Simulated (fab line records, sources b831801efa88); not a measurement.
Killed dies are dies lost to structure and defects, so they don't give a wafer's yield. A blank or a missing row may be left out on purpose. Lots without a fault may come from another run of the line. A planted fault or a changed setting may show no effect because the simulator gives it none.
Problem report in the 8D (eight disciplines) form, filled by code | flow sky130 | the parts of the form that need people (team, actions taken, sign-off) are left out

1. THE PROBLEM
rf_fwd_power_W at SKY_FIELD_ISO_ETCH_15 reads a mean of 498.3 W on 9 wafers of 3 lots; wafers without a fault read 594.8 W with a standard deviation of 2.4. That is -40 standard deviations from the usual mean.
The step: etches the open film in CHF3/O2, stops on Si, target depth 180 nm, time 72 s.
First seen on wafer L969.1, day 4 16:14, on rie_diel-04. The record holds 21 wafers of 7 lots with a number at this step. Rule for "out", or "out of limits": more than 4 standard deviations from the usual mean. The other wafers with a number count as sound.

2. WHAT IT IS AND WHAT IT IS NOT
question                    | is                     | is not
which readings at this step | rf_fwd_power_W         | drypump_motor_current_A, oes_product_au, throttle_valve_pct
which lots                  | L969, L971, L973       | L965, L966, L972, L978
which wafers of those lots  | all that have a number | -
read on which tools         | rie_diel-04            | rie_diel-01, rie_diel-02
when                        | from day 4 16:14       | up to then (6 sound wafers); but 6 sound wafers of L972, L978 came after

3. SUSPECTS, AND WHAT RULES EACH OUT
Counting: a tool at a process step up to the reading stays a suspect if it ran every lot that is out and no sound lot after the first of them.
- rie_diel-04 at SKY_FIELD_ISO_ETCH_14 (etches BARC in N2/H2, stops on SiO2, time 45.9 s, target depth 60 nm): kept. It ran every lot that is out, first L969 (day 4 16:11), and no sound lot after that; its last sound lot up to then is L966 (day 3 16:07).
- rie_diel-04 at SKY_FIELD_ISO_ETCH_15 (etches the open film in CHF3/O2, stops on Si, target depth 180 nm, time 72 s): kept. It ran every lot that is out, first L969 (day 4 16:14), and no sound lot after that; its last sound lot up to then is L966 (day 3 16:10). Its own readings are out on those wafers: rf_fwd_power_W.
Left after counting: rie_diel-04 at SKY_FIELD_ISO_ETCH_14, rie_diel-04 at SKY_FIELD_ISO_ETCH_15.

4. THE CAUSE (what the simulator had put in)
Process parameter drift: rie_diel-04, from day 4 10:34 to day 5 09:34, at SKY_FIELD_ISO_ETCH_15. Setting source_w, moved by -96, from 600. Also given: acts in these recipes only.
Counting left 2 suspects, and this tool is among them.

5. THE CHAIN OF EFFECTS, in route order
Each row: a reading whose mean over the struck wafers that have a number lies more than 3 standard deviations from the usual. Only readings for which the record gives a usual standard deviation are gone through. hours: the time from each lot's start at the first step in this table that gives one to its start at this step, as a median over the lots. sigmas: the change in usual standard deviations.
hours | step                  | reading        | usual   | on struck wafers | change | sigmas
0     | SKY_FIELD_ISO_ETCH_15 | rf_fwd_power_W | 594.8 W | 498.3            | -96.5  | -40
The process steps in it:
- SKY_FIELD_ISO_ETCH_15: etches the open film in CHF3/O2, stops on Si, target depth 180 nm, time 72 s.

6. WHAT WOULD HAVE CAUGHT IT SOONER
In this record the first reading out of limits was taken at day 4 16:14, 6 hours after the fault began at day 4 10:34.
